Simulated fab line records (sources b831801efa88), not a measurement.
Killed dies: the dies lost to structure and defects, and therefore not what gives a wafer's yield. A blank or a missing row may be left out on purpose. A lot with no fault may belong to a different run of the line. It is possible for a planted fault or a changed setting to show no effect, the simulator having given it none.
fab line records	flow sky130
[record] lots = 12	wafers = 36	last-day = 50
route steps=708 shown VIA3@575 METAL4@632 METAL5@677 PAD_OPEN@707
lots with no fault: from the same line, run without faults
start-h: hours from the record's opening day to when the first of the lot's shown wafers began	wait-h: hours from the lot's prior step to this one	" the same as in the row above	L1.1+2: a row that stands for several wafers	- no value, or no start given	* or withheld: withheld	< > ~ a bound
route shown NAME@n: a module of which the file shows steps, and the number in the route of the first	usual: the fault-free wafers' mean and standard deviation	same: alike in all rows	chamber/n: place in a boat	sites: the reading at each site	_std_site: the standard deviation of these	_edge_site: outer sites' mean less inner sites'	radius-mm: for every site, how far away it sits from the centre of the wafer	mask NAME#n: copy n	behind: the most recent tool/chamber to have shaped the wafer	hold: what put the lot on hold/how long, in hours/how the hold closed	device: whichever transistor did not switch (one of n, p or np)	end of line: tests run on the same wafers once the route is complete	for a step that has no rows: nothing shown but its recipe	killed: the dies lost at the first sort to structure and to defects; this is not the yield of the wafer	map: a wafer's dies, marking killed ones x, the rest . and places with no die _
set.NAME: the run value of the setting; set.NAME@STEP: its run value at that earlier step	model.NAME: the simulator's own value behind a step, which no gauge read
one table for each step of the route and one row for each wafer, over a sample of lots
services: the hour from which a tool's chamber was out of use, counted from the record's first day as start-h (under 0 if before that day), plus the number of hours and why
[[steps]]
[step SKY_VIA3_CMP_02]
[recipe] material = SiO2	down-force-psi = 4	platen-rpm = 60	pad-velocity-m-s = 0.94248
[usual] motor-current-A = 11.3/0.87
lot.wafer	tool	chamber	start-h	wait-h	motor-current-A
L555.4	cmp-01	1	908.29	0.0	12.3
L555.3	"	2	"	"	9.7
L555.1	"	0	"	"	12.2
L556.3	cmp-02	1	921.89	0.1	12.1
L556.4	"	2	"	"	10.3
L556.6	"	0	"	"	12.4
L557.3	cmp-01	1	925.53	0.0	11.9
L557.4	"	3	"	"	11.2
L557.6	"	2	"	"	10.2
L558.4	cmp-01	1	925.93	0.3	12.2
L558.6	"	3	"	"	11.9
L558.5	"	0	"	"	11.8
L559.4	cmp-02	1	932.46	0.1	12.0
L559.5	"	0	"	"	12.6
L559.6	"	1	"	"	12.0
L561.4	cmp-01	2	955.21	0.0	10.4
L561.3	"	1	"	"	12.0
L561.5	"	2	"	"	10.3
L562.4	cmp-02	0	967.25	0.1	12.8
L562.1	"	1	"	"	12.1
L562.5	"	2	"	"	10.5
L564.4	cmp-01	0	972.06	0.3	11.9
L564.1	"	1	"	"	11.7
L564.6	"	3	"	"	11.8
L569.2	cmp-02	0	1009.22	0.1	12.6
L569.1	"	1	"	"	11.7
L569.6	"	2	"	"	10.4
L570.1	cmp-02	0	1015.82	0.1	12.6
L570.4	"	1	"	"	11.7
L570.6	"	3	"	"	10.7
L575.4	cmp-01	0	1042.72	0.0	12.1
L575.1	"	1	"	"	11.6
L575.6	"	0	"	"	11.9
L576.3	cmp-01	2	1058.69	0.5	10.2
L576.1	"	1	"	"	11.3
L576.6	"	3	"	"	11.3
[step SKY_METAL4_ETCH_16]
[recipe] chemistry = N2/H2	target = BARC	ion-energy-ev = 200	bias-w = 100	pressure-mtorr = 30	n2-flow-sccm = 100	h2-flow-sccm = 200	icp-w = 500	stop-on = SiO2	time-s = 88.2	target-depth-a = 600
[usual] drypump-motor-current-A = 5.65/0.27	oes-product-au = 0.626/0.0043	throttle-valve-pct = 13.206/0.0097
lot.wafer	tool	chamber	start-h	wait-h	drypump-motor-current-A	oes-product-au	rf-hours-counter-h	throttle-valve-pct
L555.1	rie-metal-02	1	983.94	0.0	5.81	0.629	17	13.221
L555.3	"	0	"	"	5.65	0.623	-	13.203
L555.4	"	1	"	"	5.80	0.621	-	13.207
L556.3	rie-metal-02	0	995.40	0.0	5.65	0.630	-	13.211
L556.4	"	1	"	"	5.80	0.622	-	13.195
L556.6	"	0	"	"	5.66	0.622	-	13.203
L557.3	rie-metal-04	1	1000.15	0.0	5.68	0.619	-	13.213
L557.4	"	0	"	"	5.35	0.634	-	13.214
L557.6	"	1	"	"	5.68	0.628	-	13.190
L558.4	rie-metal-01	1	1000.96	0.0	5.97	0.625	-	13.232
L558.5	"	0	"	"	4.90	0.627	-	13.195
L558.6	"	1	"	"	5.97	0.620	-	13.218
L559.4	rie-metal-01	1	1007.33	0.0	5.99	0.630	-	13.201
L559.5	"	1	"	"	6.00	0.631	-	13.198
L559.6	"	0	"	"	4.88	0.631	-	13.195
L561.3	rie-metal-04	1	1029.25	0.0	5.66	0.627	-	13.200
L561.4	"	0	"	"	5.38	0.626	-	13.211
L561.5	"	1	"	"	5.67	0.623	-	13.212
L562.1	rie-metal-02	1	1038.54	0.0	5.80	0.623	20	13.212
L562.4	"	0	"	"	5.65	0.623	-	13.212
L562.5	"	1	"	"	5.81	0.625	-	13.210
L564.1	rie-metal-02	0	1044.22	0.0	5.64	0.630	17	13.212
L564.4	"	1	"	"	5.78	0.623	-	13.185
L564.6	"	1	"	"	5.80	0.618	-	13.196
L569.1	rie-metal-04	0	1078.04	0.0	5.37	0.625	20	13.208
L569.2	"	1	"	"	5.68	0.630	23	13.216
L569.6	"	0	"	"	5.38	0.635	-	13.211
L570.1	rie-metal-02	1	1086.22	0.0	5.81	0.622	23	13.202
L570.4	"	1	"	"	5.79	0.627	-	13.203
L570.6	"	0	"	"	5.63	0.631	-	13.200
L575.1	rie-metal-01	1	1109.05	0.1	6.04	0.628	9	13.203
L575.4	"	1	"	"	6.05	0.625	-	13.221
L575.6	"	1	"	"	6.02	0.626	-	13.198
L576.1	rie-metal-04	0	1123.67	0.0	5.36	0.627	23	13.190
L576.3	"	0	"	"	5.37	0.630	-	13.204
L576.6	"	0	"	"	5.37	0.624	-	13.190
[step SKY_METAL5_STRIP_16]
[recipe] chemistry = O2/N2	power-w = 1400	pressure-mtorr = 1500	platen-temp-c = withheld	o2-flow-sccm = 3000	n2-flow-sccm = 300	overash-fraction = 0.5
[usual] drypump-motor-current-A = 5.58/0.27	oes-product-au = 0.711/0.0043	strip-time-to-endpoint-s = 12.70/0.13
[same] overash-fraction = 0.5
lot.wafer	tool	chamber	start-h	wait-h	drypump-motor-current-A	oes-product-au	rf-hours-counter-h	strip-time-to-endpoint-s
L555.1	plasma-asher-04	0	1033.45	0.2	5.56	0.715	26	12.60
L555.3	"	0	"	"	5.56	0.709	-	12.58
L555.4	"	1	"	"	5.12	0.710	-	12.60
L556.3	plasma-asher-02	0	1043.48	0.1	6.00	0.712	-	12.65
L556.4	"	1	"	"	5.73	0.712	-	12.63
L556.6	"	0	"	"	6.01	0.707	-	12.56
L557.3	plasma-asher-04	0	1047.54	0.1	5.58	0.705	-	12.48
L557.4	"	1	"	"	5.15	0.709	-	12.60
L557.6	"	0	"	"	5.57	0.715	-	12.63
L558.4	plasma-asher-03	1	1049.44	0.1	5.56	0.711	-	12.65
L558.5	"	0	"	"	5.47	0.711	-	12.73
L558.6	"	1	"	"	5.56	0.705	-	12.78
L559.4	plasma-asher-03	0	1056.20	0.1	5.49	0.714	-	12.78
L559.5	"	1	"	"	5.58	0.703	-	12.87
L559.6	"	0	"	"	5.48	0.716	-	12.71
L561.3	plasma-asher-03	0	1076.04	0.1	5.48	0.708	-	12.80
L561.4	"	1	"	"	5.57	0.707	-	12.60
L561.5	"	0	"	"	5.47	0.716	-	12.63
L562.1	plasma-asher-02	0	1084.98	0.2	5.99	0.713	2	12.66
L562.4	"	0	"	"	6.00	0.716	-	12.60
L562.5	"	0	"	"	6.01	0.703	-	12.55
L564.1	plasma-asher-04	0	1092.27	0.4	5.60	0.717	32	12.49
L564.4	"	0	"	"	5.59	0.702	-	12.47
L564.6	"	0	"	"	5.58	0.705	-	12.50
L569.1	plasma-asher-03	1	1122.98	0.2	5.59	0.716	96	12.80
L569.2	"	0	"	"	5.53	0.708	96	12.64
L569.6	"	0	"	"	5.50	0.709	-	12.79
L570.1	plasma-asher-04	0	1130.05	0.2	5.55	0.703	35	12.60
L570.4	"	0	"	"	5.56	0.708	-	12.95
L570.6	"	0	"	"	5.54	0.705	-	12.59
L575.1	plasma-asher-04	0	1151.00	0.2	5.59	0.710	37	12.80
L575.4	"	1	"	"	5.11	0.711	-	12.47
L575.6	"	0	"	"	5.57	0.716	-	12.74
L576.1	plasma-asher-04	1	1163.25	0.2	5.19	0.709	39	12.82
L576.3	"	1	"	"	5.13	0.714	-	12.82
L576.6	"	0	"	"	5.58	0.712	-	12.82
[step SKY_PAD_OPEN_BOW_MEAS_13]
[recipe] mode = bow
[usual] PAD_OPEN_BOW = 47/8.8
lot.wafer	tool	chamber	start-h	wait-h	PAD_OPEN_BOW[um]
L555.1	film-metro-02	-	1080.16	-	42
L555.3	"	-	"	"	53
L555.4	"	-	"	"	41
L556.3	film-metro-02	-	1088.98	-	59
L556.4	"	-	"	"	53
L556.6	"	-	"	"	41
L557.3	film-metro-04	-	1092.22	-	59
L557.4	"	-	"	"	45
L557.6	"	-	"	"	46
L558.4	film-metro-01	-	1094.74	-	42
L558.5	"	-	"	"	42
L558.6	"	-	"	"	45
L559.4	film-metro-01	-	1101.30	-	46
L559.5	"	-	"	"	46
L559.6	"	-	"	"	38
L561.3	film-metro-04	-	1120.13	-	43
L561.4	"	-	"	"	36
L561.5	"	-	"	"	47
L562.1	film-metro-02	-	1128.56	-	70
L562.4	"	-	"	"	76
L562.5	"	-	"	"	52
L564.1	film-metro-02	-	1136.02	-	30
L564.4	"	-	"	"	49
L564.6	"	-	"	"	40
L569.1	film-metro-02	-	1163.17	-	43
L569.2	"	-	"	"	42
L569.6	"	-	"	"	43
L570.1	film-metro-04	-	1169.04	-	41
L570.4	"	-	"	"	54
L570.6	"	-	"	"	67
L575.1	film-metro-02	-	1187.16	-	52
L575.4	"	-	"	"	51
L575.6	"	-	"	"	53
L576.1	film-metro-04	-	1198.97	-	36
L576.3	"	-	"	"	32
L576.6	"	-	"	"	38
[step SKY_PAD_OPEN_PROBE_99]
[usual] defect-limited-yield = 82.5/1.8	killed_at_M0_to_M3 = 43/6.6	killed_at_M4_up = 2.9/1.8	killed-at-contacts = 25/5.3	killed-at-front-end = 15/4.1	killed-at-other = 0.3/0.6	killed-dies = 86/8.8	killed-on-rim = 17/3.5	killed-open = 47/6.7	killed-short = 39/6.2	sort_bin_3_pad_short = 0.9/0.44	sort_bin_5_function = 10.3/1.6	sort_bin_6_memory = 6.3/1	sort-n-pass = 406/8.8	sort-yield-pct = 82.5/1.8
[same] gross-dies = 492	killed-at-back-side = 0	sort_bin_4_leakage[%] = 0	sort_bin_8_speed[%] = 0
lot.wafer	tool	chamber	start-h	wait-h	defect-limited-yield[%]	killed_at_M0_to_M3	killed_at_M4_up	killed-at-contacts	killed-at-front-end	killed-at-other	killed-dies	killed-on-rim	killed-open	killed-short	sort_bin_3_pad_short[%]	sort_bin_5_function[%]	sort_bin_6_memory[%]	sort-n-pass	sort-yield-pct[%]
L555.1	prober-01	-	1080.28	0.1	84.6	42	0	23	11	0	76	15	44	32	0.6	10.0	4.9	416	84.6
L555.3	prober-01	-	1080.38	0.2	84.6	36	3	22	15	0	76	15	44	32	0.2	8.9	6.3	416	84.6
L555.4	prober-01	-	1080.43	0.2	83.7	39	1	22	18	0	80	18	43	37	0.6	8.7	6.9	412	83.7
L556.3	prober-02	-	1089.16	0.2	82.1	47	2	23	16	0	88	15	44	44	0.4	11.0	6.5	404	82.1
L556.4	prober-02	-	1089.21	0.2	80.7	53	1	27	14	0	95	21	51	44	1.2	10.6	7.5	397	80.7
L556.6	prober-02	-	1089.31	0.2	84.8	37	2	21	15	0	75	14	36	39	0.8	9.8	4.7	417	84.8
L557.3	prober-01	-	1092.40	0.2	81.5	41	1	31	17	1	91	18	45	46	1.2	11.8	5.5	401	81.5
L557.4	prober-01	-	1092.45	0.2	84.6	41	1	18	16	0	76	12	38	38	0.8	8.7	5.9	416	84.6
L557.6	prober-01	-	1092.55	0.2	83.5	50	3	13	14	1	81	14	39	42	1.4	8.3	6.7	411	83.5
L558.4	prober-02	-	1094.95	0.2	84.3	30	2	27	17	1	77	11	36	40	0.6	10.0	5.1	415	84.3
L558.5	prober-02	-	1095.00	0.2	82.7	44	3	19	18	1	85	18	43	42	2.0	10.4	4.9	407	82.7
L558.6	prober-02	-	1095.05	0.2	83.7	33	4	28	14	1	80	18	47	33	0.6	11.0	4.7	412	83.7
L559.4	prober-01	-	1101.51	0.2	85.2	35	2	22	14	0	73	17	38	35	0.8	9.1	4.9	419	85.2
L559.5	prober-01	-	1101.56	0.2	82.5	39	3	31	13	0	86	17	49	37	1.0	8.1	8.3	406	82.5
L559.6	prober-01	-	1101.61	0.2	81.5	56	3	20	12	0	91	12	46	45	1.2	11.2	6.1	401	81.5
L561.3	prober-01	-	1120.31	0.2	79.7	56	3	23	18	0	100	21	45	55	1.0	12.6	6.7	392	79.7
L561.4	prober-01	-	1120.36	0.2	81.7	43	3	32	11	1	90	17	52	38	0.8	10.4	7.1	402	81.7
L561.5	prober-01	-	1120.41	0.2	83.1	37	4	26	16	0	83	20	51	32	0.8	10.0	6.1	409	83.1
L562.1	prober-02	-	1128.68	0.1	84.1	32	7	21	18	0	78	20	35	43	0.6	10.4	4.9	414	84.1
L562.4	prober-02	-	1128.83	0.2	79.7	67	4	17	12	0	100	17	57	43	1.6	12.4	6.3	392	79.7
L562.5	prober-02	-	1128.88	0.2	81.9	42	1	34	12	0	89	19	54	35	1.0	11.6	5.5	403	81.9
L564.1	prober-01	-	1136.14	0.1	83.5	35	3	26	17	0	81	18	44	37	0.4	9.6	6.5	411	83.5
L564.4	prober-01	-	1136.29	0.2	81.5	47	4	31	9	0	91	15	56	35	0.6	10.8	7.1	401	81.5
L564.6	prober-01	-	1136.39	0.2	82.3	42	3	24	18	0	87	23	52	34	0.4	11.8	5.5	405	82.3
L569.1	prober-02	-	1163.29	0.1	81.9	47	2	26	13	1	89	14	43	45	0.4	10.0	7.7	403	81.9
L569.2	prober-02	-	1163.34	0.1	82.1	38	3	27	18	2	88	10	49	38	1.0	10.4	6.5	404	82.1
L569.6	prober-02	-	1163.54	0.2	83.7	40	1	21	18	0	80	12	43	37	1.2	8.5	6.5	412	83.7
L570.1	prober-01	-	1169.16	0.1	84.1	44	3	18	12	1	78	16	41	33	1.0	8.7	6.1	414	84.1
L570.4	prober-01	-	1169.31	0.2	86.2	38	3	16	10	1	68	15	36	31	0.8	8.5	4.5	424	86.2
L570.6	prober-01	-	1169.41	0.2	82.5	50	3	23	10	0	86	12	36	50	1.4	8.9	7.1	406	82.5
L575.1	prober-02	-	1187.28	0.1	57.3	170	2	25	12	1	210	42	38	35	2.4	23.8	16.5	282	57.3
L575.4	prober-02	-	1187.43	0.2	58.7	168	1	20	14	0	203	34	28	32	3.0	27.6	10.6	289	58.7
L575.6	prober-02	-	1187.53	0.2	58.7	161	4	24	14	0	203	39	41	35	2.0	26.2	13.0	289	58.7
L576.1	prober-01	-	1199.09	0.1	54.5	187	3	19	14	1	224	41	39	29	3.5	27.8	14.2	268	54.5
L576.3	prober-01	-	1199.19	0.2	58.1	167	3	19	17	0	206	38	41	41	2.4	26.4	13.0	286	58.1
L576.6	prober-01	-	1199.34	0.2	55.1	185	0	24	11	1	221	43	46	24	2.2	28.0	14.6	271	55.1
// killed by level:class
L555.1 CONTACT:geometric-particle:open=11 VIA1:geometric-particle:open=10 METAL2:geometric-particle:short=9 VIA3:geometric-particle:open=5 LI_CONTACT:geometric-particle:open=4 VIA2:geometric-particle:open=4 FIELD_ISO:geometric-particle:short=3 FIELD_ISO:geometric-particle:open=3
L555.3 VIA1:geometric-particle:open=8 CONTACT:geometric-particle:open=7 LI_CONTACT:geometric-particle:open=7 METAL2:geometric-particle:short=6 VIA1:geometric-particle:short=6 FIELD_ISO:geometric-particle:open=5 CONTACT:geometric-particle:short=4 VIA3:geometric-particle:open=4
L555.4 VIA1:geometric-particle:open=9 VIA2:geometric-particle:open=9 CONTACT:geometric-particle:open=7 POLY_GATE:geometric-particle:short=6 METAL1:geometric-particle:short=5 LOCAL_INTERCONNECT:geometric-particle:short=5 FIELD_ISO:geometric-particle:open=4 POLY_GATE:geometric-particle:open=4
L556.3 VIA2:geometric-particle:open=13 CONTACT:geometric-particle:open=7 CONTACT:geometric-particle:short=7 METAL1:geometric-particle:short=6 VIA3:geometric-particle:open=6 VIA1:geometric-particle:open=5 METAL3:geometric-particle:short=5 FIELD_ISO:geometric-particle:short=4
L556.4 VIA3:geometric-particle:open=12 LI_CONTACT:geometric-particle:open=9 VIA1:geometric-particle:open=9 VIA1:geometric-particle:short=7 METAL2:geometric-particle:short=6 CONTACT:geometric-particle:short=6 VIA2:geometric-particle:open=6 LOCAL_INTERCONNECT:geometric-particle:short=4
L556.6 CONTACT:geometric-particle:open=7 VIA2:geometric-particle:open=6 LI_CONTACT:geometric-particle:open=5 METAL2:geometric-particle:short=5 METAL1:geometric-particle:short=5 POLY_GATE:geometric-particle:open=4 VIA3:geometric-particle:open=4 CONTACT:geometric-particle:short=4
L557.3 LI_CONTACT:geometric-particle:open=10 VIA1:geometric-particle:open=8 METAL1:geometric-particle:short=8 CONTACT:geometric-particle:short=7 LI_CONTACT:geometric-particle:short=5 CONTACT:geometric-particle:open=5 METAL2:geometric-particle:short=5 VIA2:geometric-particle:open=5
L557.4 CONTACT:geometric-particle:open=9 VIA3:geometric-particle:open=7 VIA2:geometric-particle:open=6 METAL2:geometric-particle:short=5 POLY_GATE:geometric-particle:open=4 LI_CONTACT:geometric-particle:short=4 METAL1:geometric-particle:short=4 VIA1:geometric-particle:short=4
L557.6 VIA1:geometric-particle:open=10 VIA2:geometric-particle:open=8 VIA2:geometric-particle:short=8 METAL2:geometric-particle:short=5 VIA3:geometric-particle:open=5 LOCAL_INTERCONNECT:geometric-particle:short=4 CONTACT:geometric-particle:open=4 METAL1:geometric-particle:short=4
L558.4 CONTACT:geometric-particle:open=12 VIA1:geometric-particle:open=7 FIELD_ISO:geometric-particle:short=6 POLY_GATE:geometric-particle:short=6 LI_CONTACT:geometric-particle:open=6 CONTACT:geometric-particle:short=4 VIA1:geometric-particle:short=4 METAL2:geometric-particle:short=4
L558.5 VIA1:geometric-particle:open=10 FIELD_ISO:geometric-particle:short=6 CONTACT:geometric-particle:open=6 VIA2:geometric-particle:open=6 LOCAL_INTERCONNECT:geometric-particle:short=5 VIA3:geometric-particle:open=4 POLY_GATE:geometric-particle:short=4 LI_CONTACT:geometric-particle:open=4
L558.6 LI_CONTACT:geometric-particle:open=12 CONTACT:geometric-particle:open=9 METAL2:geometric-particle:short=6 VIA2:geometric-particle:open=5 VIA3:geometric-particle:short=5 POLY_GATE:geometric-particle:open=4 METAL1:geometric-particle:open=4 FIELD_ISO:geometric-particle:short=3
L559.4 CONTACT:geometric-particle:open=8 LI_CONTACT:geometric-particle:open=7 VIA1:geometric-particle:open=6 METAL3:geometric-particle:short=6 FIELD_ISO:geometric-particle:open=5 VIA2:geometric-particle:open=5 VIA3:geometric-particle:open=5 FIELD_ISO:geometric-particle:short=4
L559.5 LI_CONTACT:geometric-particle:open=13 VIA1:geometric-particle:open=12 CONTACT:geometric-particle:short=7 CONTACT:geometric-particle:open=6 METAL1:geometric-particle:short=6 FIELD_ISO:geometric-particle:open=5 METAL2:geometric-particle:short=5 VIA1:geometric-particle:short=4
L559.6 VIA1:geometric-particle:open=15 VIA2:geometric-particle:short=7 VIA1:geometric-particle:short=6 VIA3:geometric-particle:open=6 METAL2:geometric-particle:short=6 VIA2:geometric-particle:open=6 CONTACT:geometric-particle:short=5 LI_CONTACT:geometric-particle:open=5
L561.3 VIA1:geometric-particle:open=13 CONTACT:geometric-particle:open=11 METAL1:geometric-particle:short=11 POLY_GATE:geometric-particle:short=6 LOCAL_INTERCONNECT:geometric-particle:short=5 VIA1:geometric-particle:short=5 VIA2:geometric-particle:open=5 VIA3:geometric-particle:short=5
L561.4 VIA1:geometric-particle:open=13 LI_CONTACT:geometric-particle:open=11 VIA2:geometric-particle:open=8 CONTACT:geometric-particle:open=8 LOCAL_INTERCONNECT:geometric-particle:short=6 METAL1:geometric-particle:short=5 METAL2:geometric-particle:short=5 POLY_GATE:geometric-particle:short=4
L561.5 CONTACT:geometric-particle:open=11 VIA1:geometric-particle:open=9 VIA2:geometric-particle:open=7 POLY_GATE:geometric-particle:open=6 LI_CONTACT:geometric-particle:open=6 METAL1:geometric-particle:short=5 LOCAL_INTERCONNECT:geometric-particle:short=5 CONTACT:geometric-particle:short=4
L562.1 CONTACT:geometric-particle:open=7 POLY_GATE:geometric-particle:short=5 POLY_GATE:geometric-particle:open=5 CONTACT:geometric-particle:short=5 METAL2:geometric-particle:short=5 VIA2:geometric-particle:open=5 METAL3:geometric-particle:short=5 METAL4:geometric-particle:short=5
L562.4 VIA3:geometric-particle:open=11 VIA1:geometric-particle:open=11 CONTACT:geometric-particle:open=9 METAL1:geometric-particle:short=8 VIA2:geometric-particle:open=7 METAL2:geometric-particle:short=5 VIA3:geometric-particle:short=5 VIA2:geometric-particle:short=4
L562.5 CONTACT:geometric-particle:open=13 VIA1:geometric-particle:open=9 VIA3:geometric-particle:open=8 VIA1:geometric-particle:short=7 VIA2:geometric-particle:open=7 LI_CONTACT:geometric-particle:open=6 CONTACT:geometric-particle:short=6 FIELD_ISO:geometric-particle:open=5
L564.1 LI_CONTACT:geometric-particle:open=9 VIA2:geometric-particle:open=8 CONTACT:geometric-particle:short=6 FIELD_ISO:geometric-particle:open=5 VIA3:geometric-particle:open=5 LOCAL_INTERCONNECT:geometric-particle:short=4 POLY_GATE:geometric-particle:short=4 POLY_GATE:geometric-particle:open=4
L564.4 VIA1:geometric-particle:open=12 CONTACT:geometric-particle:open=11 LI_CONTACT:geometric-particle:open=10 VIA2:geometric-particle:open=8 LI_CONTACT:geometric-particle:short=7 VIA3:geometric-particle:open=7 VIA1:geometric-particle:short=6 METAL2:geometric-particle:short=4
L564.6 CONTACT:geometric-particle:open=10 VIA1:geometric-particle:open=9 VIA3:geometric-particle:short=8 VIA3:geometric-particle:open=8 LI_CONTACT:geometric-particle:open=7 FIELD_ISO:geometric-particle:open=5 POLY_GATE:geometric-particle:short=4 POLY_GATE:geometric-particle:open=4
L569.1 CONTACT:geometric-particle:open=11 VIA1:geometric-particle:short=9 VIA2:geometric-particle:open=8 VIA1:geometric-particle:open=7 POLY_GATE:geometric-particle:short=6 LI_CONTACT:geometric-particle:open=6 METAL2:geometric-particle:short=6 POLY_GATE:geometric-particle:open=5
L569.2 CONTACT:geometric-particle:open=12 POLY_GATE:geometric-particle:short=7 LI_CONTACT:geometric-particle:open=7 VIA3:geometric-particle:open=7 VIA1:geometric-particle:open=7 POLY_GATE:geometric-particle:open=6 METAL2:geometric-particle:short=5 VIA2:geometric-particle:short=5
L569.6 CONTACT:geometric-particle:open=10 VIA3:geometric-particle:open=8 VIA1:geometric-particle:open=7 VIA2:geometric-particle:open=6 FIELD_ISO:geometric-particle:short=5 VIA1:geometric-particle:short=5 POLY_GATE:geometric-particle:short=4 POLY_GATE:geometric-particle:open=4
L570.1 CONTACT:geometric-particle:open=10 VIA1:geometric-particle:open=9 VIA2:geometric-particle:open=8 METAL2:geometric-particle:short=6 FIELD_ISO:geometric-particle:open=5 CONTACT:geometric-particle:short=5 VIA3:geometric-particle:open=5 VIA3:geometric-particle:short=4
L570.4 VIA1:geometric-particle:open=7 VIA2:geometric-particle:open=7 LI_CONTACT:geometric-particle:open=6 CONTACT:geometric-particle:open=6 METAL2:geometric-particle:short=6 VIA2:geometric-particle:short=4 METAL3:geometric-particle:short=4 FIELD_ISO:geometric-particle:short=3
L570.6 VIA1:geometric-particle:short=9 METAL2:geometric-particle:short=9 VIA1:geometric-particle:open=8 LI_CONTACT:geometric-particle:open=7 CONTACT:geometric-particle:open=6 LOCAL_INTERCONNECT:geometric-particle:short=5 VIA2:geometric-particle:open=5 LI_CONTACT:geometric-particle:short=4
L575.1 VIA3:unspecified=137 CONTACT:geometric-particle:open=10 VIA1:geometric-particle:open=8 LI_CONTACT:geometric-particle:open=7 METAL1:geometric-particle:short=5 METAL2:geometric-particle:short=5 FIELD_ISO:geometric-particle:short=3 POLY_GATE:geometric-particle:open=3
L575.4 VIA3:unspecified=143 CONTACT:geometric-particle:open=6 VIA2:geometric-particle:short=5 VIA2:geometric-particle:open=4 LI_CONTACT:geometric-particle:short=4 LI_CONTACT:geometric-particle:open=4 LOCAL_INTERCONNECT:geometric-particle:short=4 VIA1:geometric-particle:short=4
L575.6 VIA3:unspecified=127 VIA1:geometric-particle:open=10 LI_CONTACT:geometric-particle:open=8 CONTACT:geometric-particle:open=6 LI_CONTACT:geometric-particle:short=5 VIA3:geometric-particle:open=5 VIA2:geometric-particle:open=4 FIELD_ISO:geometric-particle:short=4
L576.1 VIA3:unspecified=155 CONTACT:geometric-particle:open=9 VIA1:geometric-particle:open=8 VIA3:geometric-particle:open=8 METAL1:geometric-particle:short=5 VIA2:geometric-particle:open=5 LI_CONTACT:geometric-particle:open=4 FIELD_ISO:geometric-particle:short=3
L576.3 VIA3:unspecified=124 VIA2:geometric-particle:open=9 VIA1:geometric-particle:open=8 VIA3:geometric-particle:open=7 FIELD_ISO:geometric-particle:short=6 LOCAL_INTERCONNECT:geometric-particle:short=6 METAL2:geometric-particle:short=6 CONTACT:geometric-particle:open=5
L576.6 VIA3:unspecified=150 VIA1:geometric-particle:open=12 CONTACT:geometric-particle:open=8 LI_CONTACT:geometric-particle:open=8 VIA3:geometric-particle:open=6 VIA2:geometric-particle:open=5 LOCAL_INTERCONNECT:geometric-particle:short=4 FIELD_ISO:geometric-particle:short=3
[[services]]
tool	chamber	start-h	hours	kind
cmp-02	-	885.61	5.8	pm
cmp-02	-	897.45	2.5	repair
plasma-asher-04	-	902.35	28.1	pm
cmp-02	-	903.28	4.3	repair
cmp-01	-	912.00	4.0	pm
cmp-01	-	924.26	0.3	repair
cmp-02	-	924.80	4.7	pm
cmp-02	-	953.36	2.3	repair
cmp-01	-	957.79	1.6	repair
cmp-01	-	959.43	6.8	repair
cmp-01	-	959.65	2.7	repair
plasma-asher-04	-	966.99	5.2	repair
cmp-02	-	978.12	1.3	repair
plasma-asher-04	-	1005.88	1.0	repair
cmp-01	-	1024.50	0.7	repair
cmp-02	-	1028.38	52.1	repair
plasma-asher-04	-	1033.91	2.8	pm
cmp-01	-	1043.43	3.4	repair
cmp-02	-	1080.50	8.9	pm
cmp-02	-	1089.42	4.0	pm
cmp-01	-	1093.57	5.2	pm
plasma-asher-04	-	1096.74	5.2	repair
cmp-01	-	1134.70	0.9	repair
cmp-01	-	1144.99	4.0	pm
[[key]]
[first-sign] step = SKY_PAD_OPEN_PROBE_99	reading = killed_at_M0_to_M3	direction = up	sigmas = 20	usual = 43	struck = 173
[effect] step = SKY_PAD_OPEN_PROBE_99	reading = defect-limited-yield	direction = down	sigmas = 14	usual = 82.5	struck = 57.1
met-at SKY_VIA3_CMP_02
struck-lots L575,L576
not-acting-at SKY_METAL4_ETCH_16,SKY_METAL5_STRIP_16,SKY_PAD_OPEN_BOW_MEAS_13
onset-between 972.06 1042.72
also-fits time
[fault] kind = chamber-particle-source	tool = cmp-01	chamber = -	onset-h = 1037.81	steps = SKY_VIA3_CMP_02	rate-per-visit-cm2 = 0.68599	end-h = 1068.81
